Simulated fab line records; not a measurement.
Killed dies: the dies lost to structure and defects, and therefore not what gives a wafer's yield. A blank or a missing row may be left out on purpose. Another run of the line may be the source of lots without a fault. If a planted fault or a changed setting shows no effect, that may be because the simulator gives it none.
A lot that was struck, set against a sound lot + flow gf180mcu + 44 steps out of a route of 602
Sound: wafers L875.3, L875.5, L875.6. Struck: wafer L891.2; the same lot's L891.5 was not struck, so it is left out; see the end for the cause.
For every step that has rows: the tool of each side, followed by ch and its chambers, followed by its first start. Under that, the readings that differ: sound wafers + struck wafers + difference of the means + sigmas: that difference in standard deviations of wafers without a fault.
alike: words and numbers the same on both sides, and readings whose means are apart by under 2 such deviations; not compared: readings that were withheld, readings missing a value for some wafer, numbers with overlapping values and no deviation given by the record, and bounds like >300 which may hide the same value.
The two part at a step that has a row with sigmas, a row that says differs or no value, or rows on one side only. Numbers that have no deviation but don't overlap get no sigmas and don't part them. Lack of a reading on every wafer of one side parts them only where that side has two or more wafers.

first, 2 steps without rows for these wafers: GF_CONTACT_CLEAN_20 (cleans in DIW); GF_CONTACT_CLEAN_21 (cleans in dHF, time 20 s).
GF_CONTACT_SPUTTER_22: material Ti, target thk 15 nm, time 80.02 s.
  sound on pvd sputter-03 at day 17 11:29; struck on pvd sputter-04 at day 23 00:20
  alike: throttle valve pct
then, 2 steps without rows for these wafers: GF_CONTACT_SPUTTER_23 (material TiN, target thk 10 nm, time 40 s); GF_CONTACT_CVD_24 (deposits W, target thk 300 nm, time 90.339 s).
GF_CONTACT_RS_MEAS_25: uses a four-point probe to measure.
  sound on film metro-01 at day 17 11:44; struck on film metro-04 at day 23 00:33
  alike: CONTACT_W_RS
GF_CONTACT_THK_MEAS_26: measures by xrf.
  sound on film metro-01 at day 17 11:50; struck on film metro-04 at day 23 00:40
  alike: CONTACT_W_THK
GF_CONTACT_CMP_27: polishes, stops on SiO2, t overpolish 15 s, target thk 0 nm.
  sound on cmp-02 ch 0,2,3, day 17 12:01; struck on cmp-02 ch 3, day 23 00:43
| reading                | sound    | struck | difference | sigmas |
|------------------------|----------|--------|------------|--------|
| time to endpoint s (s) | 79 79 68 | 66     | -9         | -2     |
  alike: motor current A, overpolish run s
GF_M1_SPUTTER_00: material Ti, target thk 37.5 nm, time 150 s.
  sound on pvd sputter-01 at day 17 12:10; struck on pvd sputter-04 at day 23 01:01
| reading                | sound          | struck | difference | sigmas |
|------------------------|----------------|--------|------------|--------|
| throttle valve pct (%) | 29.0 27.7 29.2 | 31.3   | +2.7       | +2     |
GF_M1_SPUTTER_01: material TiN, target thk 30 nm, time 25 s.
  sound on pvd sputter-01 at day 17 12:16; struck on pvd sputter-04 at day 23 01:07
| reading                | sound          | struck | difference | sigmas |
|------------------------|----------------|--------|------------|--------|
| throttle valve pct (%) | 29.3 27.5 29.4 | 31.6   | +2.9       | +3     |
GF_M1_SPUTTER_02: material AlCu, target thk 450 nm, time 23.9 s.
  sound on pvd sputter-01 at day 17 12:18; struck on pvd sputter-04 at day 23 01:08
| reading                | sound          | struck | difference | sigmas |
|------------------------|----------------|--------|------------|--------|
| throttle valve pct (%) | 29.3 27.5 29.5 | 31.4   | +2.6       | +2     |
then, 1 step without rows for these wafers: GF_M1_SPUTTER_03 (material Ti, target thk 10 nm, time 6.7 s).
GF_M1_SPUTTER_04: material TiN, target thk 50 nm, time 41.7 s.
  sound on pvd sputter-01 at day 17 12:21; struck on pvd sputter-04 at day 23 01:11
| reading                                | sound             | struck | difference | sigmas |
|----------------------------------------|-------------------|--------|------------|--------|
| throttle valve pct (%)                 | 29.3 27.5 29.4    | 31.5   | +2.8       | +3     |
| model.TiN_of_M1_SPUTTER_04.thk nm (nm) | 50.79 49.78 50.44 | 60.47  | +10.13     |        |
GF_M1_RS_MEAS_05: uses a four-point probe to measure.
  sound on film metro-02 at day 17 12:26; struck on film metro-01 at day 23 01:15
| reading             | sound                | struck | difference | sigmas |
|---------------------|----------------------|--------|------------|--------|
| M1_ALCU_RS (ohm/sq) | 0.0716 0.0701 0.0708 | 0.0682 | -0.0026    | -2     |
GF_M1_THK_MEAS_06: measures by xrf.
  sound on film metro-02 at day 17 12:32; struck on film metro-01 at day 23 01:22
  alike: M1_ALCU_THK
then, 7 steps without rows for these wafers: GF_M1_DEHYDRATE_07 (time 60 s); GF_M1_HMDS_08 (prime time 60 s); GF_M1_COAT_09 (resist thk 1000 nm); GF_M1_SOFTBAKE_10 (time 60 s); GF_M1_EXPOSE_11 (exposes mask Metal1, target cd 230 nm); GF_M1_PEB_12 (peb time 90 s); GF_M1_DEVELOP_13 (develop time 60 s).
GF_M1_CD_MEAS_14: the cd target is 230 nm.
  sound on cd sem-02 at day 18 12:36; struck on cd sem-01 at day 23 23:13
  alike: cd nm
GF_M1_OVL_MEAS_15:
  sound on overlay-02 at day 18 12:41; struck on overlay-02 at day 23 23:20
| reading     | sound   | struck | difference | sigmas |
|-------------|---------|--------|------------|--------|
| M1_OVL (nm) | -2 2 -2 | -15    | -14        | -3     |
then, 5 steps without rows for these wafers: GF_M1_METAL_ETCH_16 (etches the open film in Cl2/BCl3, stops on SiO2, target depth 750.8 nm, time 125.1 s); GF_M1_STRIP_17 (strips in O2/N2); GF_M1_STRIP_18 (strips in post etch residue remover, time 1200 s); GF_M1_CLEAN_19 (cleans in DIW); GF_V1_CVD_00 (deposits SiO2, target thk 600 nm, time 100 s).
GF_V1_THK_MEAS_01:
  sound on film metro-02 at day 18 13:32; struck on film metro-03 at day 24 00:06
  alike: V1_CVD_00_THK
then, 1 step without rows for these wafers: GF_V1_CVD_02 (deposits SiO2 from TEOS, target thk 850 nm, time 94.851 s).
GF_V1_THK_MEAS_03:
  sound on film metro-03 at day 18 13:40; struck on film metro-04 at day 24 00:14
  alike: V1_CVD_02_THK
then, 1 step without rows for these wafers: GF_V1_CMP_04 (polishes SiO2).
GF_V1_BOW_MEAS_05:
  sound on film metro-03 at day 18 14:02; struck on film metro-04 at day 24 00:36
  alike: V1_BOW
then, 8 steps without rows for these wafers: GF_V1_DEHYDRATE_06 (time 60 s); GF_V1_HMDS_07 (prime time 60 s); GF_V1_COAT_08; GF_V1_COAT_09 (resist thk 1000 nm); GF_V1_SOFTBAKE_10 (time 60 s); GF_V1_EXPOSE_11 (exposes mask Via1, target cd 260 nm); GF_V1_PEB_12 (peb time 90 s); GF_V1_DEVELOP_13 (develop time 60 s).
GF_V1_STRIP_19: strips in post etch residue remover, time 1200 s.
  sound on wet bench-04 ch 0, day 19 14:50; struck on wet bench-01 ch 2, day 24 22:32
| reading                                | sound             | struck | difference | sigmas |
|----------------------------------------|-------------------|--------|------------|--------|
| model.TiN_of_M1_SPUTTER_04.thk nm (nm) | 49.95 48.93 49.59 | 59.63  | +10.14     |        |
-- the record jumps here: 9 days lie between the struck wafers' starts before and after (it left off in module V1 and takes up again in module PASSIVATION, whose first step shown is number 602 of the route) --
GF_PASSIVATION_PROBE_99:
  the record has rows for the struck wafers here (prober-02, day 34 03:11) and none for the sound ones

== WHERE THEY PART ==
At GF_CONTACT_CMP_27 first; at GF_PASSIVATION_PROBE_99 last (within this record only).

WHY: what the simulator had put in
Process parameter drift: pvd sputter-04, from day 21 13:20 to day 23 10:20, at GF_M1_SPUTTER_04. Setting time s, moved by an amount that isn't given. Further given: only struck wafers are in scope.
